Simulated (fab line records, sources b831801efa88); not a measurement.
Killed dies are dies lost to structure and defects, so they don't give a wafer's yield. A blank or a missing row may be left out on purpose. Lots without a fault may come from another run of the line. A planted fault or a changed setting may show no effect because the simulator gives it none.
fab line records | flow sky130
record lots=14 wafers=42 last_day=50
route steps=708 shown VIA3@573
lots that met no fault: from a run of the same line without faults
start_h: hours from the record's first day to the start of the lot's first wafer shown | wait_h: hours since the lot's step before | " the same as in the row above | L1.1+2: a row that stands for several wafers | - no value, or no start given | * or withheld: withheld | < > ~ a bound
route shown NAME@n: a module of which the file shows steps, and the number in the route of the first | usual: mean/standard deviation of fault-free wafers | same: alike in all rows | chamber/n: place in a boat | sites: the reading at each site | _std_site: their standard deviation | _edge_site: outer sites' mean less inner sites' | radius_mm: how far each site lies from the wafer's centre | mask NAME#n: copy n | behind: the tool/chamber that last shaped the wafer | hold: why the lot was held/for how many hours/how that ended | device: the transistor (n, p or np) that didn't switch | end of line: the same wafers' tests at the end of the route | a step without rows: its recipe alone | killed: dies lost to structure and defects at the first sort, not the wafer's yield | map: a wafer's dies, x killed, . not, _ none there
set.NAME: the setting as run; set.NAME@STEP: as run at that earlier step | model.NAME: the simulator's own value behind a step, which no gauge read
steps of the route over a sample of lots; a table a step, a row a wafer
services: from which hour (start_h, from the record's first day; less than 0 if before it) a tool's chamber was out of use, for how many hours, and why
## steps
# step SKY_VIA3_HDPCVD_00
# recipe material=SiO2 target_thk_nm=1635 sigma_open_frac=0.3 time_s=272.5 temp_c=400 sih4_flow_sccm=60 pressure_mtorr=6
# columns lot.wafer tool chamber start_h wait_h
L534.2+3+6 hdpcvd-01 0,1,0 903.08 0.0
L535.2+4+5 hdpcvd-02 2,1,0 912.07 0.0
L536.2+3+6 hdpcvd-01 2,0,2 921.15 0.0
L538.1+2+3 hdpcvd-02 0,2,1 941.56 0.0
L540.4+5+6 hdpcvd-02 1,0,2 950.31 0.1
L539.1+3+4 hdpcvd-01 1,2,0 951.39 0.0
L541.1+2+3 hdpcvd-01 2,1,0 958.47 0.0
L550.2+3+4 hdpcvd-02 2,0,2 1027.04 0.0
L552.1+2+4 hdpcvd-01 1,0,0 1036.49 0.0
L553.1+5+6 hdpcvd-01 0,2,0 1046.27 0.0
L554.1+2+4 hdpcvd-01 1,2,0 1047.05 0.0
L555.1+4+6 hdpcvd-01 2,2,0 1054.08 0.0
L556.4+5+6 hdpcvd-01 1,0,2 1056.94 0.1
L557.4+5+6 hdpcvd-02 1,2,0 1061.75 0.1
# step SKY_VIA3_THK_MEAS_01
# recipe reads=SiO2_of_VIA3_HDPCVD_00
# usual VIA3_HDPCVD_THK=1629/18
# columns lot.wafer tool chamber start_h wait_h hold VIA3_HDPCVD_THK[nm]
L534.2 film_metro-03 - 903.26 0.1 - 1668
L534.3 " - " " - 1649
L534.6 " - " " - 1641
L535.2 film_metro-04 - 912.24 0.1 - 1651
L535.4 " - " " - 1632
L535.5 " - " " - 1610
L536.2 film_metro-02 - 921.33 0.1 - 1621
L536.3 " - " " - 1663
L536.6 " - " " - 1648
L538.1 film_metro-03 - 941.73 0.1 - 1599
L538.2 " - " " - 1623
L538.3 " - " " - 1638
L540.4 film_metro-04 - 950.42 0.0 - 1632
L540.5 " - " " - 1593
L540.6 " - " " - 1629
L539.1 film_metro-03 - 951.56 0.1 await_dispo/0.2h/release 1630
L539.3 " - " " await_dispo/0.2h/release 779
L539.4 " - " " await_dispo/0.2h/release 1656
L539.1 film_metro-03 - 951.79 0.2 - 1630
L539.3 " - " " - 778
L539.4 " - " " - 1655
L541.1 film_metro-02 - 958.64 0.1 await_dispo/0.2h/release 793
L541.2 " - " " await_dispo/0.2h/release 1657
L541.3 " - " " await_dispo/0.2h/release 1662
L541.1 film_metro-02 - 958.89 0.2 - 793
L541.2 " - " " - 1657
L541.3 " - " " - 1663
L550.2 film_metro-03 - 1027.22 0.1 - 1662
L550.3 " - " " - 1619
L550.4 " - " " - 1657
L552.1 film_metro-03 - 1036.66 0.1 - 1594
L552.2 " - " " - 1611
L552.4 " - " " - 1612
L553.1 film_metro-03 - 1046.44 0.1 - 1613
L553.5 " - " " - 1618
L553.6 " - " " - 1606
L554.1 film_metro-03 - 1047.22 0.1 - 1634
L554.2 " - " " - 1617
L554.4 " - " " - 1643
L555.1 film_metro-03 - 1054.25 0.1 - 1602
L555.4 " - " " - 1605
L555.6 " - " " - 1619
L556.4 film_metro-03 - 1057.05 0.0 - 1631
L556.5 " - " " - 1657
L556.6 " - " " - 1615
L557.4 film_metro-02 - 1061.86 0.0 - 1633
L557.5 " - " " - 1651
L557.6 " - " " - 1621
## services
# columns tool chamber start_h hours kind
hdpcvd-01 - 885.56 0.8 repair
hdpcvd-01 - 888.31 2.8 pm
hdpcvd-02 2 920.00 6.1 repair
hdpcvd-01 0 933.65 13.9 repair
hdpcvd-02 - 950.39 15.0 pm
hdpcvd-02 0 950.39 15.0 vent_cycle
hdpcvd-02 1 950.39 15.0 vent_cycle
hdpcvd-02 2 950.39 15.0 vent_cycle
hdpcvd-02 0 965.39 - clean
hdpcvd-02 1 965.39 - clean
hdpcvd-02 2 965.39 - clean
hdpcvd-02 - 1054.76 2.8 pm
## key
first_sign step=SKY_VIA3_THK_MEAS_01 reading=visit direction=added
effect step=SKY_VIA3_THK_MEAS_01 reading=VIA3_HDPCVD_THK direction=down sigmas=47 usual=1629 struck=786
met_at SKY_VIA3_HDPCVD_00
struck_lots L539,L541
struck_wafers L539.3,L541.1
sort_left_out L539.3,L541.1
onset_between 921.15 951.39
fault kind=process_parameter_drift tool=hdpcvd-01 chamber=2 onset_h=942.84 steps=SKY_VIA3_HDPCVD_00 channel=target_thk_nm offset=-855.47 shape=step end_h=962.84 acts_in=these_recipes_only stated=1635
# sort_left_out: the simulated sort isn't trusted on such a fault, so these wafers' sort isn't shown, and their yield isn't known
